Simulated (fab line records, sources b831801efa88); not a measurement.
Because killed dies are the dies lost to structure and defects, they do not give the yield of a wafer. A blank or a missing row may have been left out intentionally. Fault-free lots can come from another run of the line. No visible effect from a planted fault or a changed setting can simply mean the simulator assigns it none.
Which tool is to blame? :: flow gf180mcu :: Sampling: 7 lots, 21 wafers, 2 of 602 route steps

## WHAT THE GAUGES READ, wafer by wafer
GF_SAB_THK_MEAS_01.
lot: L156
measured: day 15 00:04
on: film_metro-04
SAB_CVD_00_THK (nm): 48.1 48.7 49.7

lot: L158
measured: day 15 23:15
on: film_metro-04
SAB_CVD_00_THK (nm): 50.0 50.4 51.0

lot: L163
measured: day 17 01:53
on: film_metro-03
SAB_CVD_00_THK (nm): 51.3 52.1 52.0

lot: L165
measured: day 17 19:50
on: film_metro-03
SAB_CVD_00_THK (nm): 49.6 48.8 49.4

lot: L168
measured: day 18 19:59
on: film_metro-01
SAB_CVD_00_THK (nm): 57.1 56.6 56.7

lot: L175
measured: day 21 07:05
on: film_metro-01
SAB_CVD_00_THK (nm): 49.1 49.8 49.4

lot: L178
measured: day 21 18:17
on: film_metro-01
SAB_CVD_00_THK (nm): 50.1 51.3 51.1

## TOOL THAT RAN EACH LOT (tool first, then ch and the chambers of the sampled wafers, then the start)
lot: L156
GF_SAB_CVD_00: pecvd-02 ch 0,1,2, day 15 00:02

lot: L158
GF_SAB_CVD_00: pecvd-01 ch 1,2, day 15 23:14

lot: L163
GF_SAB_CVD_00: pecvd-04 ch 1,2, day 17 01:52

lot: L165
GF_SAB_CVD_00: pecvd-02 ch 0,1, day 17 19:49

lot: L168
GF_SAB_CVD_00: pecvd-04 ch 0,1,2, day 18 19:57

lot: L175
GF_SAB_CVD_00: pecvd-02 ch 1,2, day 21 07:04

lot: L178
GF_SAB_CVD_00: pecvd-01 ch 0,1,2, day 21 18:15
- GF_SAB_CVD_00: deposits SiO2 from TEOS, target thk 50 nm, time 4.9302 s.

## THE ANSWER, worked out from the rows above alone
Rule: what is usual is taken from the lots themselves. The widest of any qualifying gaps counts: lots, ordered by their means at a reading, are off when they make up no more than a third of the lots, leave a main group of 4 or more, and stand apart from it by 3 or more times the standard deviation of that group's means. A main group whose means are all the same, to the digits that the tables above print for the reading, isn't used. Also off: a lot with no number at a reading for which 4 or more lots have one. The other lots that the step has rows for count as sound.
Off: L168, seen at GF_SAB_THK_MEAS_01 (SAB_CVD_00_THK). Main group: mean 50.1 nm, sd 1.
A tool fits if, at a process step before that reading, it ran every lot that is off, and no sound lot after the first of them. The gauges at GF_SAB_THK_MEAS_01 are tried like those tools. One fits: GF_SAB_CVD_00 on pecvd-04. Its last sound lot is L163 (day 17 01:52), its first lot that is off L168 (day 18 19:57): a fault that began between those two fits.

## WHAT WAS PUT IN BY THE SIMULATOR
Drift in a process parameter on pecvd-04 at GF_SAB_CVD_00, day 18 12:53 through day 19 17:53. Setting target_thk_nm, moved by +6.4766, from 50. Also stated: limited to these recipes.
Shown lots that were struck: L168. The rule above found the same.
